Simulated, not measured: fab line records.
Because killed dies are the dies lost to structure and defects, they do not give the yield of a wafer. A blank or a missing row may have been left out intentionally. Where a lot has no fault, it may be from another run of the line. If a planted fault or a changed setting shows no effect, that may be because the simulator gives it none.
Matching of chambers || flow sky130 || rie diel-04 running SKY_VIA3_ETCH_15: 4 sister chambers
The step etches SiO2 in C4F8/O2/Ar, stops on TiN, target depth 507 nm, time 78 s. 8 wafers are shown with their chamber, then 9 later ones without.

## WAFERS WITH THEIR CHAMBER
{"wafer": "L076.5", "chamber": 2, "oes product au (a.u.)": 0.945}
{"wafer": "L084.6", "chamber": 0, "oes product au (a.u.)": 0.949}
{"wafer": "L087.1", "chamber": 1, "oes product au (a.u.)": 0.955}
{"wafer": "L087.2", "chamber": 3, "oes product au (a.u.)": 0.946}
{"wafer": "L087.3", "chamber": 0, "oes product au (a.u.)": 0.944}
{"wafer": "L091.1", "chamber": 2, "oes product au (a.u.)": 0.949}
{"wafer": "L091.2", "chamber": 3, "oes product au (a.u.)": 0.949}
{"wafer": "L091.3", "chamber": 1, "oes product au (a.u.)": 0.946}

## WAFERS MISSING THEIR CHAMBER
{"wafer": "L091.4", "oes product au (a.u.)": 0.940}
{"wafer": "L091.5", "oes product au (a.u.)": 0.945}
{"wafer": "L091.6", "oes product au (a.u.)": 0.944}
{"wafer": "L092.2", "oes product au (a.u.)": 0.942}
{"wafer": "L092.3", "oes product au (a.u.)": 0.946}
{"wafer": "L092.4", "oes product au (a.u.)": 0.936}
{"wafer": "L097.3", "oes product au (a.u.)": 0.952}
{"wafer": "L097.4", "oes product au (a.u.)": 0.939}
{"wafer": "L097.5", "oes product au (a.u.)": 0.949}

## EACH ONE'S CHAMBER
{"wafer": "L091.4", "from the rows above": "can't be placed: 0 or 2 or 3 or 1", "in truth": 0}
{"wafer": "L091.5", "from the rows above": "can't be placed: 0 or 2 or 3 or 1", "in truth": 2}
{"wafer": "L091.6", "from the rows above": "can't be placed: 0 or 2 or 3 or 1", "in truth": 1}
{"wafer": "L092.2", "from the rows above": "can't be placed: 0 or 2 or 3 or 1", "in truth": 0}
{"wafer": "L092.3", "from the rows above": "can't be placed: 0 or 2 or 3 or 1", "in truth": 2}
{"wafer": "L092.4", "from the rows above": "can't be placed: 0 or 2 or 3 or 1", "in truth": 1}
{"wafer": "L097.3", "from the rows above": "can't be placed: 1 or 3 or 2 or 0", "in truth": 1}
{"wafer": "L097.4", "from the rows above": "can't be placed: 0 or 2 or 3 or 1", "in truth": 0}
{"wafer": "L097.5", "from the rows above": "can't be placed: 1 or 3 or 2 or 0", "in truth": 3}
0 of 9 placed correctly. Unplaceable from these rows: 9, with the true chamber sitting among the candidates in 9. Number placed wrongly: 0.
How it was worked out, from the rows above alone: a wafer's distance from a chamber is the root of the sum, over the readings, of the square of ((its reading less the chamber's mean) divided by the reading's scatter). The wafer belongs to the nearest chamber; if the next one is less than 2 further off, it can't be placed. The mean given for a chamber averages the wafers shown for that chamber. How the scatter is found: for the shown wafers, subtract from each reading the mean of its chamber, square and add these, divide the total by (wafers less chambers), then take the root.
